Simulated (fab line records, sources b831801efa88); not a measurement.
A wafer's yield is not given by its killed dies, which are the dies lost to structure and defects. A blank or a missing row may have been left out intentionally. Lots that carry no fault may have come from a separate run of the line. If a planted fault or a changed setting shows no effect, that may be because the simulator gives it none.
fab line records / flow sky130
record: lots: 6 wafers: 18 last-day: 48
route steps=708 shown POLY_GATE@213 RES_PROTECT@214
lots with no fault: from the same line, run without faults
start-h: hours from the record's first day to the start of the lot's first wafer shown / wait-h: time in hours since the lot's previous step / " identical to the entry in the row above / L1.1+2: a single row standing in for several wafers / - value missing, or start not given / * or withheld: withheld / < > ~ a bound
route shown NAME@n: a module of which the file shows steps, and the number in the route of the first / usual: mean/standard deviation taken from wafers without a fault / same: alike in all rows / chamber/n: place in a boat / sites: each site's reading / _std_site: the standard deviation of these / _edge_site: mean of outer sites minus mean of inner sites / radius-mm: for every site, how far away it sits from the centre of the wafer / mask NAME#n: copy n / behind: the last tool/chamber to shape the wafer / hold: what put the lot on hold/how long, in hours/how the hold closed / device: whichever transistor did not switch (one of n, p or np) / end of line: at the end of the route, the tests of the same wafers / for a step that has no rows: nothing shown but its recipe / killed: the dies lost at the first sort to structure and to defects; this is not the yield of the wafer / map: shows each die of a wafer: x if killed, . if not, _ if none is there
set.NAME: setting as actually run; set.NAME@STEP: the setting as run at that earlier step / model.NAME: the simulator's own value behind a step, which no gauge read
lots at selected steps of the route; one table per step, one row per wafer
services: a tool's chamber out of use, with start hour (start-h, from the record's first day; less than 0 if before it), hours out, and reason
== steps ==
step: SKY_POLY_GATE_IMPLANT_02
recipe: species: P energy-kev: 30 dose-cm2: 7.7e+15 tilt-deg: 0
step: SKY_RES_PROTECT_STRIP_07
recipe: chemistry: O2/N2 power-w: 1400 pressure-mtorr: 1500 platen-temp-c: withheld o2-flow-sccm: 3000 n2-flow-sccm: 300 overash-fraction: 0.5
usual: drypump-motor-current-A: 5.9/0.42 oes-product-au: 0.518/0.0042 strip-time-to-endpoint-s: 23.32/0.037
same: overash-fraction: 0.5
lot.wafer=L185.1 tool=plasma-asher-02 chamber=1 start-h=331.79 wait-h=0.1 drypump-motor-current-A=6.0 oes-product-au=0.519 rf-hours-counter-h=60 strip-time-to-endpoint-s=23.34
lot.wafer=L185.2 tool=plasma-asher-02 chamber=0 start-h=331.79 wait-h=0.1 drypump-motor-current-A=5.6 oes-product-au=0.522 rf-hours-counter-h=60 strip-time-to-endpoint-s=23.34
lot.wafer=L185.3 tool=plasma-asher-02 chamber=0 start-h=331.79 wait-h=0.1 drypump-motor-current-A=5.7 oes-product-au=0.526 rf-hours-counter-h=- strip-time-to-endpoint-s=23.35
lot.wafer=L187.2 tool=plasma-asher-01 chamber=0 start-h=348.64 wait-h=0.1 drypump-motor-current-A=6.3 oes-product-au=0.507 rf-hours-counter-h=23 strip-time-to-endpoint-s=23.29
lot.wafer=L187.3 tool=plasma-asher-01 chamber=0 start-h=348.64 wait-h=0.1 drypump-motor-current-A=6.2 oes-product-au=0.521 rf-hours-counter-h=- strip-time-to-endpoint-s=23.31
lot.wafer=L187.4 tool=plasma-asher-01 chamber=1 start-h=348.64 wait-h=0.1 drypump-motor-current-A=6.5 oes-product-au=0.515 rf-hours-counter-h=- strip-time-to-endpoint-s=23.32
lot.wafer=L192.1 tool=plasma-asher-01 chamber=0 start-h=389.69 wait-h=0.1 drypump-motor-current-A=6.3 oes-product-au=0.519 rf-hours-counter-h=28 strip-time-to-endpoint-s=23.33
lot.wafer=L192.3 tool=plasma-asher-01 chamber=1 start-h=389.69 wait-h=0.1 drypump-motor-current-A=6.5 oes-product-au=0.512 rf-hours-counter-h=- strip-time-to-endpoint-s=23.30
lot.wafer=L192.5 tool=plasma-asher-01 chamber=1 start-h=389.69 wait-h=0.1 drypump-motor-current-A=6.5 oes-product-au=0.517 rf-hours-counter-h=- strip-time-to-endpoint-s=23.39
lot.wafer=L199.2 tool=plasma-asher-04 chamber=0 start-h=452.46 wait-h=0.1 drypump-motor-current-A=5.3 oes-product-au=0.517 rf-hours-counter-h=2 strip-time-to-endpoint-s=23.29
lot.wafer=L199.3 tool=plasma-asher-04 chamber=1 start-h=452.46 wait-h=0.1 drypump-motor-current-A=6.0 oes-product-au=0.523 rf-hours-counter-h=- strip-time-to-endpoint-s=23.25
lot.wafer=L199.6 tool=plasma-asher-04 chamber=0 start-h=452.46 wait-h=0.1 drypump-motor-current-A=5.2 oes-product-au=0.520 rf-hours-counter-h=- strip-time-to-endpoint-s=23.32
lot.wafer=L207.1 tool=plasma-asher-02 chamber=1 start-h=526.23 wait-h=0.1 drypump-motor-current-A=6.0 oes-product-au=0.516 rf-hours-counter-h=78 strip-time-to-endpoint-s=23.27
lot.wafer=L207.2 tool=plasma-asher-02 chamber=0 start-h=526.23 wait-h=0.1 drypump-motor-current-A=5.6 oes-product-au=0.515 rf-hours-counter-h=78 strip-time-to-endpoint-s=23.26
lot.wafer=L207.3 tool=plasma-asher-02 chamber=0 start-h=526.23 wait-h=0.1 drypump-motor-current-A=5.6 oes-product-au=0.521 rf-hours-counter-h=- strip-time-to-endpoint-s=23.30
lot.wafer=L208.1 tool=plasma-asher-04 chamber=1 start-h=532.16 wait-h=0.1 drypump-motor-current-A=6.0 oes-product-au=0.522 rf-hours-counter-h=11 strip-time-to-endpoint-s=23.35
lot.wafer=L208.4 tool=plasma-asher-04 chamber=1 start-h=532.16 wait-h=0.1 drypump-motor-current-A=6.0 oes-product-au=0.519 rf-hours-counter-h=- strip-time-to-endpoint-s=23.33
lot.wafer=L208.6 tool=plasma-asher-04 chamber=1 start-h=532.16 wait-h=0.1 drypump-motor-current-A=6.0 oes-product-au=0.516 rf-hours-counter-h=- strip-time-to-endpoint-s=23.33
step: SKY_RES_PROTECT_TW_MEAS_08
usual: POLY_GATE_TW: 4042/36
lot.wafer=L185.1 tool=film-metro-01 chamber=- start-h=331.89 wait-h=0.1 POLY_GATE_TW=4116
lot.wafer=L185.2 tool=film-metro-01 chamber=- start-h=331.89 wait-h=0.1 POLY_GATE_TW=4109
lot.wafer=L185.3 tool=film-metro-01 chamber=- start-h=331.89 wait-h=0.1 POLY_GATE_TW=4101
lot.wafer=L187.2 tool=film-metro-03 chamber=- start-h=348.75 wait-h=0.1 POLY_GATE_TW=4051
lot.wafer=L187.3 tool=film-metro-03 chamber=- start-h=348.75 wait-h=0.1 POLY_GATE_TW=4050
lot.wafer=L187.4 tool=film-metro-03 chamber=- start-h=348.75 wait-h=0.1 POLY_GATE_TW=4045
lot.wafer=L192.1 tool=film-metro-03 chamber=- start-h=389.79 wait-h=0.1 POLY_GATE_TW=4048
lot.wafer=L192.3 tool=film-metro-03 chamber=- start-h=389.79 wait-h=0.1 POLY_GATE_TW=4023
lot.wafer=L192.5 tool=film-metro-03 chamber=- start-h=389.79 wait-h=0.1 POLY_GATE_TW=4031
lot.wafer=L199.2 tool=film-metro-03 chamber=- start-h=452.57 wait-h=0.1 POLY_GATE_TW=4033
lot.wafer=L199.3 tool=film-metro-03 chamber=- start-h=452.57 wait-h=0.1 POLY_GATE_TW=4023
lot.wafer=L199.6 tool=film-metro-03 chamber=- start-h=452.57 wait-h=0.1 POLY_GATE_TW=4034
lot.wafer=L207.1 tool=film-metro-02 chamber=- start-h=526.33 wait-h=0.1 POLY_GATE_TW=3977
lot.wafer=L207.2 tool=film-metro-02 chamber=- start-h=526.33 wait-h=0.1 POLY_GATE_TW=3983
lot.wafer=L207.3 tool=film-metro-02 chamber=- start-h=526.33 wait-h=0.1 POLY_GATE_TW=3984
lot.wafer=L208.1 tool=film-metro-03 chamber=- start-h=532.26 wait-h=0.1 POLY_GATE_TW=4044
lot.wafer=L208.4 tool=film-metro-03 chamber=- start-h=532.26 wait-h=0.1 POLY_GATE_TW=4062
lot.wafer=L208.6 tool=film-metro-03 chamber=- start-h=532.26 wait-h=0.1 POLY_GATE_TW=4052
step: SKY_RES_PROTECT_CLEAN_09
recipe: chemistry: SC1/SC2 mix: 1:4:20 temp-c: 70 time-s: 150 dry: n2-spin
step: SKY_POLY_GATE_CVD_03
recipe: material: Si3N4 precursor: DCS/NH3 target-thk-nm: 75 temp-c: 770 time-s: 1290 pressure-mtorr: 250
step: SKY_POLY_GATE_THK_MEAS_04
recipe: reads: Si3N4_of_POLY_GATE_CVD_03
usual: POLY_GATE_CVD_03_THK: 74.9/0.7
lot.wafer=L185.1 tool=film-metro-01 chamber=- start-h=333.62 wait-h=0.0 POLY_GATE_CVD_03_THK[nm]=73.4
lot.wafer=L185.2 tool=film-metro-01 chamber=- start-h=333.62 wait-h=0.0 POLY_GATE_CVD_03_THK[nm]=74.0
lot.wafer=L185.3 tool=film-metro-01 chamber=- start-h=333.62 wait-h=0.0 POLY_GATE_CVD_03_THK[nm]=73.1
lot.wafer=L187.2 tool=film-metro-01 chamber=- start-h=350.90 wait-h=0.0 POLY_GATE_CVD_03_THK[nm]=74.6
lot.wafer=L187.3 tool=film-metro-01 chamber=- start-h=350.90 wait-h=0.0 POLY_GATE_CVD_03_THK[nm]=75.0
lot.wafer=L187.4 tool=film-metro-01 chamber=- start-h=350.90 wait-h=0.0 POLY_GATE_CVD_03_THK[nm]=73.8
lot.wafer=L192.1 tool=film-metro-01 chamber=- start-h=391.25 wait-h=0.0 POLY_GATE_CVD_03_THK[nm]=74.8
lot.wafer=L192.3 tool=film-metro-01 chamber=- start-h=391.25 wait-h=0.0 POLY_GATE_CVD_03_THK[nm]=75.8
lot.wafer=L192.5 tool=film-metro-01 chamber=- start-h=391.25 wait-h=0.0 POLY_GATE_CVD_03_THK[nm]=75.6
lot.wafer=L199.2 tool=film-metro-01 chamber=- start-h=454.05 wait-h=0.0 POLY_GATE_CVD_03_THK[nm]=75.5
lot.wafer=L199.3 tool=film-metro-01 chamber=- start-h=454.05 wait-h=0.0 POLY_GATE_CVD_03_THK[nm]=75.5
lot.wafer=L199.6 tool=film-metro-01 chamber=- start-h=454.05 wait-h=0.0 POLY_GATE_CVD_03_THK[nm]=75.1
lot.wafer=L207.1 tool=film-metro-01 chamber=- start-h=527.80 wait-h=0.0 POLY_GATE_CVD_03_THK[nm]=75.8
lot.wafer=L207.2 tool=film-metro-01 chamber=- start-h=527.80 wait-h=0.0 POLY_GATE_CVD_03_THK[nm]=76.0
lot.wafer=L207.3 tool=film-metro-01 chamber=- start-h=527.80 wait-h=0.0 POLY_GATE_CVD_03_THK[nm]=75.7
lot.wafer=L208.1 tool=film-metro-02 chamber=- start-h=533.74 wait-h=0.0 POLY_GATE_CVD_03_THK[nm]=76.0
lot.wafer=L208.4 tool=film-metro-02 chamber=- start-h=533.74 wait-h=0.0 POLY_GATE_CVD_03_THK[nm]=76.1
lot.wafer=L208.6 tool=film-metro-02 chamber=- start-h=533.74 wait-h=0.0 POLY_GATE_CVD_03_THK[nm]=75.5
step: SKY_POLY_GATE_DEHYDRATE_05
recipe: temp-c: 200 time-s: 60
step: SKY_POLY_GATE_HMDS_06
recipe: prime-time-s: 60 prime-temp-c: 120
step: SKY_POLY_GATE_COAT_07
recipe: resist: BARC temp-c: withheld time-s: withheld spin-rpm: 3000 resist-thk-nm: 110
step: SKY_POLY_GATE_COAT_08
recipe: resist: KrF-thick spin-rpm: 3000 resist-thk-nm: 450
step: SKY_POLY_GATE_SOFTBAKE_09
recipe: temp-c: 100 time-s: 90 resist: KrF-thick
step: SKY_POLY_GATE_EXPOSE_10
recipe: mask-id: P1M na: 0.68 source-shape: conventional sigma-outer: 0.6 target-cd-nm: 150 dose-mj: 28
step: SKY_POLY_GATE_PEB_11
recipe: peb-temp-c: withheld peb-time-s: withheld resist: KrF-thick
usual: chill-plate-temp-C: * exhaust-pa: 45.0/0.87
lot.wafer=L185.1 tool=litho-track-04 chamber=0 start-h=361 wait-h=- chill-plate-temp-C=* exhaust-pa=45.6
lot.wafer=L185.2 tool=litho-track-04 chamber=0 start-h=361 wait-h=- chill-plate-temp-C=* exhaust-pa=44.8
lot.wafer=L185.3 tool=litho-track-04 chamber=0 start-h=361 wait-h=- chill-plate-temp-C=* exhaust-pa=45.9
lot.wafer=L187.2 tool=litho-track-02 chamber=0 start-h=378 wait-h=- chill-plate-temp-C=* exhaust-pa=43.9
lot.wafer=L187.3 tool=litho-track-02 chamber=0 start-h=378 wait-h=- chill-plate-temp-C=* exhaust-pa=44.5
lot.wafer=L187.4 tool=litho-track-02 chamber=0 start-h=378 wait-h=- chill-plate-temp-C=* exhaust-pa=43.3
lot.wafer=L192.1 tool=litho-track-04 chamber=0 start-h=420 wait-h=- chill-plate-temp-C=* exhaust-pa=45.2
lot.wafer=L192.3 tool=litho-track-04 chamber=0 start-h=420 wait-h=- chill-plate-temp-C=* exhaust-pa=44.5
lot.wafer=L192.5 tool=litho-track-04 chamber=0 start-h=420 wait-h=- chill-plate-temp-C=* exhaust-pa=45.0
lot.wafer=L199.2 tool=litho-track-04 chamber=0 start-h=485 wait-h=- chill-plate-temp-C=* exhaust-pa=45.4
lot.wafer=L199.3 tool=litho-track-04 chamber=0 start-h=485 wait-h=- chill-plate-temp-C=* exhaust-pa=44.9
lot.wafer=L199.6 tool=litho-track-04 chamber=0 start-h=485 wait-h=- chill-plate-temp-C=* exhaust-pa=44.8
lot.wafer=L207.1 tool=litho-track-03 chamber=- start-h=556 wait-h=- chill-plate-temp-C=- exhaust-pa=-
lot.wafer=L207.2 tool=litho-track-03 chamber=- start-h=556 wait-h=- chill-plate-temp-C=- exhaust-pa=-
lot.wafer=L207.3 tool=litho-track-03 chamber=- start-h=556 wait-h=- chill-plate-temp-C=- exhaust-pa=-
lot.wafer=L208.1 tool=litho-track-04 chamber=- start-h=563 wait-h=- chill-plate-temp-C=- exhaust-pa=-
lot.wafer=L208.4 tool=litho-track-04 chamber=- start-h=563 wait-h=- chill-plate-temp-C=- exhaust-pa=-
lot.wafer=L208.6 tool=litho-track-04 chamber=- start-h=563 wait-h=- chill-plate-temp-C=- exhaust-pa=-
step: SKY_POLY_GATE_DEVELOP_12
recipe: develop-time-s: 60 resist: KrF-thick dev-temp-c: 21
== services ==
tool=plasma-asher-04 chamber=- start-h=388.27 hours=2.8 kind=repair
tool=plasma-asher-04 chamber=- start-h=409.57 hours=0.5 kind=repair
tool=plasma-asher-04 chamber=- start-h=421.25 hours=9.0 kind=pm
tool=plasma-asher-04 chamber=0 start-h=421.25 hours=9.0 kind=vent-cycle
tool=plasma-asher-04 chamber=1 start-h=421.25 hours=9.0 kind=vent-cycle
tool=plasma-asher-04 chamber=0 start-h=430.25 hours=- kind=clean
tool=plasma-asher-04 chamber=1 start-h=430.25 hours=- kind=clean
tool=plasma-asher-02 chamber=- start-h=497.32 hours=14.6 kind=pm
tool=plasma-asher-01 chamber=- start-h=547.37 hours=0.4 kind=repair
== key ==
first-sign: step: SKY_POLY_GATE_PEB_11 reading: tool-record direction: missing
effect none on later readings
met-at SKY_POLY_GATE_PEB_11
struck-wafers L207.1,L207.2,L207.3,L208.1,L208.4,L208.6
later-rows-left-out L207.1,L207.2,L207.3,L208.1,L208.4,L208.6
sort-left-out L207.1,L207.2,L207.3,L208.1,L208.4,L208.6
tester-left-out L207,L208
onset-between 485 556
fault: kind: skipped-step-whole tool: litho-track-03,litho-track-04 chamber: - onset-h: 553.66 steps: SKY_POLY_GATE_PEB_11 scope: struck-lots-only
tester-left-out: of these lots the tester's yield and bins aren't shown, on N5 and GAA mostly nor the transistor test; their killed dies are dies lost to structure and defects alone, not to doping, threshold or leakage, so they don't give the yield
sort-left-out: the simulated sort isn't trusted on such a fault, so these wafers' sort isn't shown, and their yield isn't known
later-rows-left-out: the simulator's readings of these wafers behind a module that went badly wrong aren't trusted and aren't shown, but for the sort
